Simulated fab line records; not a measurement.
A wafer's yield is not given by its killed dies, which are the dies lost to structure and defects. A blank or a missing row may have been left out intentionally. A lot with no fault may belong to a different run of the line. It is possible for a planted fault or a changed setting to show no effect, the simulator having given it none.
What tool caused it? :: flow sky130 :: Sampling: 24 lots, 72 wafers, 5 of 708 route steps

WHAT THE GAUGES READ, wafer by wafer
SKY_METAL2_OVL_MEAS_16. Usual: METAL2_OVL gives -1 nm (standard deviation 6.2).
lot: L074
measured: day 35 02:47
on: overlay-02
METAL2_OVL (nm): 3 -2 2
flag: 

lot: L075
measured: day 35 07:38
on: overlay-01
METAL2_OVL (nm): 2 2 4
flag: 

lot: L076
measured: day 36 02:58
on: overlay-01
METAL2_OVL (nm): -10 -10 -12
flag: 

lot: L077
measured: day 36 19:44
on: overlay-02
METAL2_OVL (nm): 4 5 5
flag: 

lot: L078
measured: day 37 00:47
on: overlay-01
METAL2_OVL (nm): 1 -4 -1
flag: 

lot: L080
measured: day 37 13:31
on: overlay-01
METAL2_OVL (nm): -5 0 -3
flag: 

lot: L079
measured: day 37 13:53
on: overlay-01
METAL2_OVL (nm): -3 -7 -5
flag: 

lot: L081
measured: day 37 14:29
on: overlay-01
METAL2_OVL (nm): -9 -10 -11
flag: 

lot: L082
measured: day 37 21:13
on: overlay-01
METAL2_OVL (nm): -6 -1 -4
flag: 

lot: L083
measured: day 38 02:32
on: overlay-01
METAL2_OVL (nm): 0 6 -3
flag: 

lot: L085
measured: day 38 18:53
on: overlay-02
METAL2_OVL (nm): 2 -4 4
flag: 

lot: L084
measured: day 38 22:19
on: overlay-01
METAL2_OVL (nm): 4 10 13
flag: 

lot: L086
measured: day 38 23:35
on: overlay-02
METAL2_OVL (nm): 1 -4 -2
flag: 

lot: L087
measured: day 39 05:37
on: overlay-02
METAL2_OVL (nm): -3 -5 -3
flag: 

lot: L088
measured: day 39 18:17
on: overlay-01
METAL2_OVL (nm): -10 -5 -10
flag: 

lot: L089
measured: day 39 22:40
on: overlay-02
METAL2_OVL (nm): 7 3 8
flag: 

lot: L090
measured: day 40 05:13
on: overlay-01
METAL2_OVL (nm): 4 1 3
flag: 

lot: L091
measured: day 40 10:35
on: overlay-02
METAL2_OVL (nm): 5 9 10
flag: 

lot: L092
measured: day 40 18:26
on: overlay-02
METAL2_OVL (nm): -3 -2 -8
flag: 

lot: L093
measured: day 40 21:08
on: overlay-02
METAL2_OVL (nm): -1 -6 1
flag: 

lot: L094
measured: day 41 01:41
on: overlay-01
METAL2_OVL (nm): -8 -13 -12
flag: 

lot: L095
measured: day 41 09:07
on: overlay-01
METAL2_OVL (nm): 1 5 13
flag: 

lot: L096
measured: day 42 07:23
on: overlay-02
METAL2_OVL (nm): -9 -3 -6
flag: 

lot: L097
measured: day 42 08:23
on: overlay-02
METAL2_OVL (nm): -3 2 -1
flag: 

SKY_VIA2_THK_MEAS_01. Usual: VIA2_HDPCVD_THK gives 1178 nm (standard deviation 17).
lot: L074
measured: day 35 03:49
on: filmMetro-04
VIA2_HDPCVD_THK (nm): 1165 1181 1191
flag: 

lot: L075
measured: day 35 09:00
on: filmMetro-01
VIA2_HDPCVD_THK (nm): 1166 1170 1173
flag: 

lot: L076
measured: day 36 04:07
on: filmMetro-03
VIA2_HDPCVD_THK (nm): 1172 1165 1159
flag: 

lot: L077
measured: day 36 20:41
on: filmMetro-01
VIA2_HDPCVD_THK (nm): 1181 1207 1214
flag: 

lot: L078
measured: day 37 01:45
on: filmMetro-01
VIA2_HDPCVD_THK (nm): 1164 1151 1163
flag: 

lot: L080
measured: day 37 14:28
on: filmMetro-03
VIA2_HDPCVD_THK (nm): 1179 1187 1187
flag: 

lot: L079
measured: day 37 14:50
on: filmMetro-03
VIA2_HDPCVD_THK (nm): 1192 1225 1185
flag: 

lot: L081
measured: day 37 15:26
on: filmMetro-01
VIA2_HDPCVD_THK (nm): 1168 1171 1150
flag: 

lot: L082
measured: day 37 22:11
on: filmMetro-03
VIA2_HDPCVD_THK (nm): 1186 1145 1151
flag: 

lot: L083
measured: day 38 03:29
on: filmMetro-03
VIA2_HDPCVD_THK (nm): 1189 1199 1161
flag: 

lot: L085
measured: day 38 19:52
on: filmMetro-01
VIA2_HDPCVD_THK (nm): 1154 1173 1171
flag: 

lot: L084
measured: day 38 23:16
on: filmMetro-01
VIA2_HDPCVD_THK (nm): 1167 1187 1200
flag: 

lot: L086
measured: day 39 00:34
on: filmMetro-03
VIA2_HDPCVD_THK (nm): 1185 1187 1188
flag: 

lot: L087
measured: day 39 06:39
on: filmMetro-03
VIA2_HDPCVD_THK (nm): 1188 1169 1183
flag: 

lot: L088
measured: day 39 19:16
on: filmMetro-04
VIA2_HDPCVD_THK (nm): 1194 1181 1196
flag: 

lot: L089
measured: day 39 23:42
on: filmMetro-01
VIA2_HDPCVD_THK (nm): 1169 1193 1193
flag: 

lot: L090
measured: day 40 06:09
on: filmMetro-01
VIA2_HDPCVD_THK (nm): 1176 1204 1180
flag: 

lot: L091
measured: day 40 11:43
on: filmMetro-04
VIA2_HDPCVD_THK (nm): 1164 1164 1182
flag: 

lot: L092
measured: day 40 19:24
on: filmMetro-04
VIA2_HDPCVD_THK (nm): 1190 1180 1186
flag: 

lot: L093
measured: day 40 22:08
on: filmMetro-04
VIA2_HDPCVD_THK (nm): 1183 1157 1155
flag: 

lot: L094
measured: day 41 02:41
on: filmMetro-04
VIA2_HDPCVD_THK (nm): 1160 1159 1157
flag: 

lot: L095
measured: day 41 10:05
on: filmMetro-03
VIA2_HDPCVD_THK (nm): 1166 1178 1195
flag: 

lot: L096
measured: day 42 08:20
on: filmMetro-04
VIA2_HDPCVD_THK (nm): 1169 1199 1163
flag: 

lot: L097
measured: day 42 09:19
on: filmMetro-03
VIA2_HDPCVD_THK (nm): 1173 1199 1173
flag: 

WHAT TOOL EACH LOT RAN ON (gives the tool, then ch and the chambers of the sampled wafers, and finally the start)
lot: L074
SKY_METAL1_DESCUM_17: rieMetal-01 ch 0,1, day 32 17:23
SKY_METAL1_STRIP_20: plasmaAsher-02 ch 0,1, day 32 17:35
SKY_VIA1_SPUTTER_20: pvdSputter-03, day 33 23:28

lot: L075
SKY_METAL1_DESCUM_17: rieMetal-02 ch 0, day 33 00:57
SKY_METAL1_STRIP_20: plasmaAsher-03 ch 0,1, day 33 01:08
SKY_VIA1_SPUTTER_20: pvdSputter-01, day 34 05:14

lot: L076
SKY_METAL1_DESCUM_17: rieMetal-01 ch 0,1, day 33 19:10
SKY_METAL1_STRIP_20: plasmaAsher-01 ch 0,1, day 33 19:22
SKY_VIA1_SPUTTER_20: pvdSputter-03, day 34 23:32

lot: L077
SKY_METAL1_DESCUM_17: rieMetal-01 ch 0,1, day 34 11:27
SKY_METAL1_STRIP_20: plasmaAsher-03 ch 0,1, day 34 11:38
SKY_VIA1_SPUTTER_20: pvdSputter-01, day 35 16:21

lot: L078
SKY_METAL1_DESCUM_17: rieMetal-01 ch 0,1, day 34 17:08
SKY_METAL1_STRIP_20: plasmaAsher-01 ch 0,1, day 34 17:20
SKY_VIA1_SPUTTER_20: pvdSputter-03, day 35 21:40

lot: L080
SKY_METAL1_DESCUM_17: rieMetal-01 ch 0,1, day 35 04:07
SKY_METAL1_STRIP_20: plasmaAsher-03 ch 0,1, day 35 04:18
SKY_VIA1_SPUTTER_20: pvdSputter-02, day 36 09:07

lot: L079
SKY_METAL1_DESCUM_17: rieMetal-04 ch 1, day 35 05:15
SKY_METAL1_STRIP_20: plasmaAsher-03 ch 0,1, day 35 05:26
SKY_VIA1_SPUTTER_20: pvdSputter-03, day 36 10:08

lot: L081
SKY_METAL1_DESCUM_17: rieMetal-04 ch 0,1, day 35 06:51
SKY_METAL1_STRIP_20: plasmaAsher-02 ch 0,1, day 35 07:02
SKY_VIA1_SPUTTER_20: pvdSputter-03, day 36 11:23

lot: L082
SKY_METAL1_DESCUM_17: rieMetal-04 ch 0, day 35 13:01
SKY_METAL1_STRIP_20: plasmaAsher-02 ch 0,1, day 35 13:13
SKY_VIA1_SPUTTER_20: pvdSputter-03, day 36 18:01

lot: L083
SKY_METAL1_DESCUM_17: rieMetal-02 ch 0,1, day 35 20:07
SKY_METAL1_STRIP_20: plasmaAsher-01 ch 0,1, day 35 20:19
SKY_VIA1_SPUTTER_20: pvdSputter-03, day 37 00:47

lot: L085
SKY_METAL1_DESCUM_17: rieMetal-01 ch 0,1, day 36 12:57
SKY_METAL1_STRIP_20: plasmaAsher-02 ch 0,1, day 36 13:08
SKY_VIA1_SPUTTER_20: pvdSputter-01, day 37 17:17

lot: L084
SKY_METAL1_DESCUM_17: rieMetal-02 ch 0,1, day 36 15:13
SKY_METAL1_STRIP_20: plasmaAsher-02 ch 0,1, day 36 15:24
SKY_VIA1_SPUTTER_20: pvdSputter-03, day 37 19:45

lot: L086
SKY_METAL1_DESCUM_17: rieMetal-02 ch 0, day 36 16:49
SKY_METAL1_STRIP_20: plasmaAsher-01 ch 0,1, day 36 17:00
SKY_VIA1_SPUTTER_20: pvdSputter-01, day 37 21:14

lot: L087
SKY_METAL1_DESCUM_17: rieMetal-02 ch 0,1, day 37 00:37
SKY_METAL1_STRIP_20: plasmaAsher-01 ch 0,1, day 37 00:49
SKY_VIA1_SPUTTER_20: pvdSputter-03, day 38 04:05

lot: L088
SKY_METAL1_DESCUM_17: rieMetal-01 ch 0,1, day 37 13:47
SKY_METAL1_STRIP_20: plasmaAsher-03 ch 0,1, day 37 13:59
SKY_VIA1_SPUTTER_20: pvdSputter-03, day 38 17:11

lot: L089
SKY_METAL1_DESCUM_17: rieMetal-02 ch 0,1, day 37 18:10
SKY_METAL1_STRIP_20: plasmaAsher-03 ch 0,1, day 37 18:22
SKY_VIA1_SPUTTER_20: pvdSputter-02, day 38 20:59

lot: L090
SKY_METAL1_DESCUM_17: rieMetal-01 ch 1, day 38 00:04
SKY_METAL1_STRIP_20: plasmaAsher-03 ch 0,1, day 38 00:26
SKY_VIA1_SPUTTER_20: pvdSputter-03, day 39 03:54

lot: L091
SKY_METAL1_DESCUM_17: rieMetal-04 ch 0, day 38 05:37
SKY_METAL1_STRIP_20: plasmaAsher-01 ch 0,1, day 38 05:59
SKY_VIA1_SPUTTER_20: pvdSputter-03, day 39 08:44

lot: L092
SKY_METAL1_DESCUM_17: rieMetal-02 ch 0,1, day 38 15:03
SKY_METAL1_STRIP_20: plasmaAsher-03 ch 0,1, day 38 15:14
SKY_VIA1_SPUTTER_20: pvdSputter-03, day 39 17:06

lot: L093
SKY_METAL1_DESCUM_17: rieMetal-01 ch 0,1, day 38 17:23
SKY_METAL1_STRIP_20: plasmaAsher-01 ch 0,1, day 38 17:35
SKY_VIA1_SPUTTER_20: pvdSputter-01, day 39 20:22

lot: L094
SKY_METAL1_DESCUM_17: rieMetal-01 ch 0,1, day 38 20:32
SKY_METAL1_STRIP_20: plasmaAsher-03 ch 0,1, day 38 20:44
SKY_VIA1_SPUTTER_20: pvdSputter-02, day 40 00:10

lot: L095
SKY_METAL1_DESCUM_17: rieMetal-02 ch 0,1, day 39 05:36
SKY_METAL1_STRIP_20: plasmaAsher-03 ch 0,1, day 39 05:47
SKY_VIA1_SPUTTER_20: pvdSputter-03, day 40 08:48

lot: L096
SKY_METAL1_DESCUM_17: rieMetal-02 ch 0,1, day 40 04:34
SKY_METAL1_STRIP_20: plasmaAsher-02 ch 0,1, day 40 04:46
SKY_VIA1_SPUTTER_20: pvdSputter-01, day 41 07:05

lot: L097
SKY_METAL1_DESCUM_17: rieMetal-04 ch 1, day 40 05:43
SKY_METAL1_STRIP_20: plasmaAsher-03 ch 0,1, day 40 06:13
SKY_VIA1_SPUTTER_20: pvdSputter-02, day 41 07:47
- SKY_METAL1_DESCUM_17: chemistry O2, time 8 s.
- SKY_METAL1_STRIP_20: strips in O2/N2.
- SKY_VIA1_SPUTTER_20: material TiN, target thk 20 nm, time 80 s.

AS READ BY THE TOOLS THEMSELVES (means over the sampled wafers that have a number; for cases with no such wafer, the mark the record gives instead)
SKY_METAL1_DESCUM_17. Usual: drypumpMotorCurrentA 5.8 A, standard deviation 0.39; oesProductAu 0.996 a.u., standard deviation 0.0087.
lot: L074
tool: rieMetal-01
drypumpMotorCurrentA (A): 5.5
oesProductAu (a.u.): 0.998
flag: 

lot: L075
tool: rieMetal-02
drypumpMotorCurrentA (A): 6.3
oesProductAu (a.u.): 0.999
flag: 

lot: L076
tool: rieMetal-01
drypumpMotorCurrentA (A): 5.6
oesProductAu (a.u.): 0.996
flag: 

lot: L077
tool: rieMetal-01
drypumpMotorCurrentA (A): 5.5
oesProductAu (a.u.): 0.991
flag: 

lot: L078
tool: rieMetal-01
drypumpMotorCurrentA (A): 5.6
oesProductAu (a.u.): 0.987
flag: 

lot: L080
tool: rieMetal-01
drypumpMotorCurrentA (A): 5.5
oesProductAu (a.u.): 0.997
flag: 

lot: L079
tool: rieMetal-04
drypumpMotorCurrentA (A): 6.5
oesProductAu (a.u.): 0.989
flag: 

lot: L081
tool: rieMetal-04
drypumpMotorCurrentA (A): 6.2
oesProductAu (a.u.): 0.990
flag: 

lot: L082
tool: rieMetal-04
drypumpMotorCurrentA (A): 6.1
oesProductAu (a.u.): 0.994
flag: 

lot: L083
tool: rieMetal-02
drypumpMotorCurrentA (A): 6.0
oesProductAu (a.u.): 1.001
flag: 

lot: L085
tool: rieMetal-01
drypumpMotorCurrentA (A): 5.5
oesProductAu (a.u.): 0.991
flag: 

lot: L084
tool: rieMetal-02
drypumpMotorCurrentA (A): 5.7
oesProductAu (a.u.): 1.005
flag: 

lot: L086
tool: rieMetal-02
drypumpMotorCurrentA (A): 6.3
oesProductAu (a.u.): 0.998
flag: 

lot: L087
tool: rieMetal-02
drypumpMotorCurrentA (A): 5.8
oesProductAu (a.u.): 0.998
flag: 

lot: L088
tool: rieMetal-01
drypumpMotorCurrentA (A): 5.6
oesProductAu (a.u.): 0.991
flag: 

lot: L089
tool: rieMetal-02
drypumpMotorCurrentA (A): 5.9
oesProductAu (a.u.): 0.996
flag: 

lot: L090
tool: rieMetal-01
drypumpMotorCurrentA (A): 5.6
oesProductAu (a.u.): 0.987
flag: 

lot: L091
tool: rieMetal-04
drypumpMotorCurrentA (A): 6.2
oesProductAu (a.u.): 0.993
flag: 

lot: L092
tool: rieMetal-02
drypumpMotorCurrentA (A): 5.7
oesProductAu (a.u.): 0.996
flag: 

lot: L093
tool: rieMetal-01
drypumpMotorCurrentA (A): 5.6
oesProductAu (a.u.): 0.995
flag: 

lot: L094
tool: rieMetal-01
drypumpMotorCurrentA (A): 5.6
oesProductAu (a.u.): 1.001
flag: 

lot: L095
tool: rieMetal-02
drypumpMotorCurrentA (A): 5.9
oesProductAu (a.u.): 0.993
flag: 

lot: L096
tool: rieMetal-02
drypumpMotorCurrentA (A): 6.0
oesProductAu (a.u.): 1.001
flag: 

lot: L097
tool: rieMetal-04
drypumpMotorCurrentA (A): 6.5
oesProductAu (a.u.): 0.997
flag: 

SKY_METAL1_STRIP_20. Usual: drypumpMotorCurrentA 5.7 A, standard deviation 0.5; oesProductAu 0.344 a.u., standard deviation 0.0053; stripTimeToEndpointS 2.72 s, standard deviation 0.044.
lot: L074
tool: plasmaAsher-02
drypumpMotorCurrentA (A): 5.8
oesProductAu (a.u.): 0.346
stripTimeToEndpointS (s): 2.80
flag: 

lot: L075
tool: plasmaAsher-03
drypumpMotorCurrentA (A): 5.2
oesProductAu (a.u.): 0.343
stripTimeToEndpointS (s): 2.71
flag: 

lot: L076
tool: plasmaAsher-01
drypumpMotorCurrentA (A): 6.4
oesProductAu (a.u.): 0.343
stripTimeToEndpointS (s): 2.71
flag: 

lot: L077
tool: plasmaAsher-03
drypumpMotorCurrentA (A): 5.3
oesProductAu (a.u.): 0.342
stripTimeToEndpointS (s): 2.71
flag: 

lot: L078
tool: plasmaAsher-01
drypumpMotorCurrentA (A): 6.1
oesProductAu (a.u.): 0.340
stripTimeToEndpointS (s): 2.72
flag: 

lot: L080
tool: plasmaAsher-03
drypumpMotorCurrentA (A): 5.3
oesProductAu (a.u.): 0.348
stripTimeToEndpointS (s): 2.74
flag: 

lot: L079
tool: plasmaAsher-03
drypumpMotorCurrentA (A): 5.3
oesProductAu (a.u.): 0.349
stripTimeToEndpointS (s): 2.76
flag: 

lot: L081
tool: plasmaAsher-02
drypumpMotorCurrentA (A): 5.8
oesProductAu (a.u.): 0.347
stripTimeToEndpointS (s): 2.73
flag: 

lot: L082
tool: plasmaAsher-02
drypumpMotorCurrentA (A): 5.8
oesProductAu (a.u.): 0.340
stripTimeToEndpointS (s): 2.71
flag: 

lot: L083
tool: plasmaAsher-01
drypumpMotorCurrentA (A): 6.4
oesProductAu (a.u.): 0.342
stripTimeToEndpointS (s): 2.69
flag: 

lot: L085
tool: plasmaAsher-02
drypumpMotorCurrentA (A): 5.9
oesProductAu (a.u.): 0.340
stripTimeToEndpointS (s): 2.71
flag: 

lot: L084
tool: plasmaAsher-02
drypumpMotorCurrentA (A): 5.8
oesProductAu (a.u.): 0.338
stripTimeToEndpointS (s): 2.68
flag: 

lot: L086
tool: plasmaAsher-01
drypumpMotorCurrentA (A): 6.1
oesProductAu (a.u.): 0.342
stripTimeToEndpointS (s): 2.73
flag: 

lot: L087
tool: plasmaAsher-01
drypumpMotorCurrentA (A): 6.1
oesProductAu (a.u.): 0.345
stripTimeToEndpointS (s): 2.66
flag: 

lot: L088
tool: plasmaAsher-03
drypumpMotorCurrentA (A): 5.3
oesProductAu (a.u.): 0.344
stripTimeToEndpointS (s): 2.75
flag: 

lot: L089
tool: plasmaAsher-03
drypumpMotorCurrentA (A): 5.3
oesProductAu (a.u.): 0.340
stripTimeToEndpointS (s): 2.70
flag: 

lot: L090
tool: plasmaAsher-03
drypumpMotorCurrentA (A): 5.2
oesProductAu (a.u.): 0.349
stripTimeToEndpointS (s): 2.77
flag: 

lot: L091
tool: plasmaAsher-01
drypumpMotorCurrentA (A): 6.1
oesProductAu (a.u.): 0.341
stripTimeToEndpointS (s): 2.70
flag: 

lot: L092
tool: plasmaAsher-03
drypumpMotorCurrentA (A): 5.3
oesProductAu (a.u.): 0.345
stripTimeToEndpointS (s): 2.70
flag: 

lot: L093
tool: plasmaAsher-01
drypumpMotorCurrentA (A): 6.1
oesProductAu (a.u.): 0.347
stripTimeToEndpointS (s): 2.71
flag: 

lot: L094
tool: plasmaAsher-03
drypumpMotorCurrentA (A): 5.3
oesProductAu (a.u.): 0.347
stripTimeToEndpointS (s): 2.70
flag: 

lot: L095
tool: plasmaAsher-03
drypumpMotorCurrentA (A): 5.3
oesProductAu (a.u.): 0.345
stripTimeToEndpointS (s): 2.74
flag: 

lot: L096
tool: plasmaAsher-02
drypumpMotorCurrentA (A): 5.9
oesProductAu (a.u.): 0.348
stripTimeToEndpointS (s): 2.73
flag: 

lot: L097
tool: plasmaAsher-03
drypumpMotorCurrentA (A): 5.3
oesProductAu (a.u.): 0.344
stripTimeToEndpointS (s): 2.78
flag: 

SKY_VIA1_SPUTTER_20. Usual: throttleValvePct reads 30.0 % (standard deviation 0.7).
lot: L074
tool: pvdSputter-03
throttleValvePct (%): 29.5
flag: 

lot: L075
tool: pvdSputter-01
throttleValvePct (%): 30.4
flag: 

lot: L076
tool: pvdSputter-03
throttleValvePct (%): 29.7
flag: 

lot: L077
tool: pvdSputter-01
throttleValvePct (%): 30.1
flag: 

lot: L078
tool: pvdSputter-03
throttleValvePct (%): 29.6
flag: 

lot: L080
tool: pvdSputter-02
throttleValvePct (%): 29.6
flag: 

lot: L079
tool: pvdSputter-03
throttleValvePct (%): 30.0
flag: 

lot: L081
tool: pvdSputter-03
throttleValvePct (%): 29.9
flag: 

lot: L082
tool: pvdSputter-03
throttleValvePct (%): 30.1
flag: 

lot: L083
tool: pvdSputter-03
throttleValvePct (%): 29.8
flag: 

lot: L085
tool: pvdSputter-01
throttleValvePct (%): 29.9
flag: 

lot: L084
tool: pvdSputter-03
throttleValvePct (%): 30.0
flag: 

lot: L086
tool: pvdSputter-01
throttleValvePct (%): 30.4
flag: 

lot: L087
tool: pvdSputter-03
throttleValvePct (%): 29.9
flag: 

lot: L088
tool: pvdSputter-03
throttleValvePct (%): 29.8
flag: 

lot: L089
tool: pvdSputter-02
throttleValvePct (%): 31.2
flag: 

lot: L090
tool: pvdSputter-03
throttleValvePct (%): 29.8
flag: 

lot: L091
tool: pvdSputter-03
throttleValvePct (%): 29.7
flag: 

lot: L092
tool: pvdSputter-03
throttleValvePct (%): 29.5
flag: 

lot: L093
tool: pvdSputter-01
throttleValvePct (%): 30.4
flag: 

lot: L094
tool: pvdSputter-02
throttleValvePct (%): 29.7
flag: 

lot: L095
tool: pvdSputter-03
throttleValvePct (%): 29.3
flag: 

lot: L096
tool: pvdSputter-01
throttleValvePct (%): 29.7
flag: 

lot: L097
tool: pvdSputter-02
throttleValvePct (%): 30.8
flag: 

THE ANSWER, worked out from the rows above alone
Rule: take the mean of a lot's wafers that have a number; if it is more than 3 standard deviations from the usual mean, the lot is off. Also off: a lot with no number at a reading for which 4 or more lots have one. Where the step has rows for the other lots, those lots are counted as sound. The gauges are gone through in route order, then the tools' own readings, and for those a lot's mean is taken as printed above. The first step at which some lot is off is used, and at that step the reading that is off furthest; a lot without a number counts as furthest.
No lot is off at any reading shown: from this, nothing can be told.

WHAT THE SIMULATOR PUT IN
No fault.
